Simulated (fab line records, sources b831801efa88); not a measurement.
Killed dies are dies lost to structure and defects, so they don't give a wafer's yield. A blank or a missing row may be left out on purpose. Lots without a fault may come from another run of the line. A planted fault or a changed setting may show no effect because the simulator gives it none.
One fault seen from 2 desks | flow gf180mcu | each desk has only its own numbers; what lay behind them comes last

THE TOOL OWNER'S DESK: iline_stepper-02
The tool's own readings at GF_MVPSD_EXPOSE_04 (exposes mask MVPSD, target cd 1000 nm): means of the sampled wafers that have a number, for each lot that ran on this tool. A lot is out of limits, marked OUT, if its mean lies more than 4 standard deviations from the usual mean; the brackets give that distance.
Columns: A = exposure_dose_mJ_cm2 at GF_MVPSD_EXPOSE_04, usual 260.05; B = focus_offset_nm at GF_MVPSD_EXPOSE_04, usual 0.0 nm
lot  | first seen here | A      | B
L886 | day 4 22:58     | 259.92 | -0.1
L891 | day 6 07:20     | 260.06 | 0.1
L893 | day 6 21:27     | 260.14 | -0.3
L894 | day 7 02:16     | 259.92 | -0.1
L895 | day 7 04:44     | 259.79 | 0.9
L896 | day 7 10:25     | 260.03 | 0.3
L898 | day 7 20:31     | 260.18 | 0.1
L908 | day 10 06:46    | 260.01 | -0.0
This desk's finding: nothing out of limits on any of the 8 lots.

THE METROLOGY DESK
What the gauges read, lot by lot, whatever tool the lot ran on: means of the sampled wafers that have a number. A lot is out of limits, marked OUT, if its mean lies more than 4 standard deviations from the usual mean; the brackets give that distance.
Columns: A = V1_CVD_02_THK at GF_V1_THK_MEAS_03, usual 850 nm; B = V1_BOW at GF_V1_BOW_MEAS_05, usual 84 um; C = V1_OVL at GF_V1_OVL_MEAS_15, usual 6 nm
lot  | first seen here | A   | B  | C
L885 | day 16 11:25    | 845 | 92 | 14
L886 | day 17 04:07    | 846 | 78 | 9
L887 | day 17 08:40    | 856 | 81 | 9
L889 | day 19 00:31    | 845 | 81 | 9
L891 | day 19 15:59    | 850 | 80 | 5
L892 | day 19 17:47    | 859 | 77 | 10
L893 | day 20 17:48    | 843 | 92 | -3
L894 | day 21 03:41    | 854 | 86 | 2
L895 | day 21 14:54    | 852 | 92 | 11
L896 | day 21 15:16    | 849 | 87 | -1
L899 | day 22 13:28    | 839 | 91 | 13
L898 | day 22 14:08    | 844 | 87 | 8
L900 | day 23 02:43    | 859 | 80 | 7
L901 | day 23 03:34    | 846 | 83 | 1
L908 | day 25 00:20    | 857 | 87 | -1
This desk's finding: nothing out of limits on any of the 15 lots.

PUT TOGETHER
The tool owner's desk saw nothing out of limits.
The metrology desk saw nothing out of limits.

WHAT THE SIMULATOR HAD PUT IN
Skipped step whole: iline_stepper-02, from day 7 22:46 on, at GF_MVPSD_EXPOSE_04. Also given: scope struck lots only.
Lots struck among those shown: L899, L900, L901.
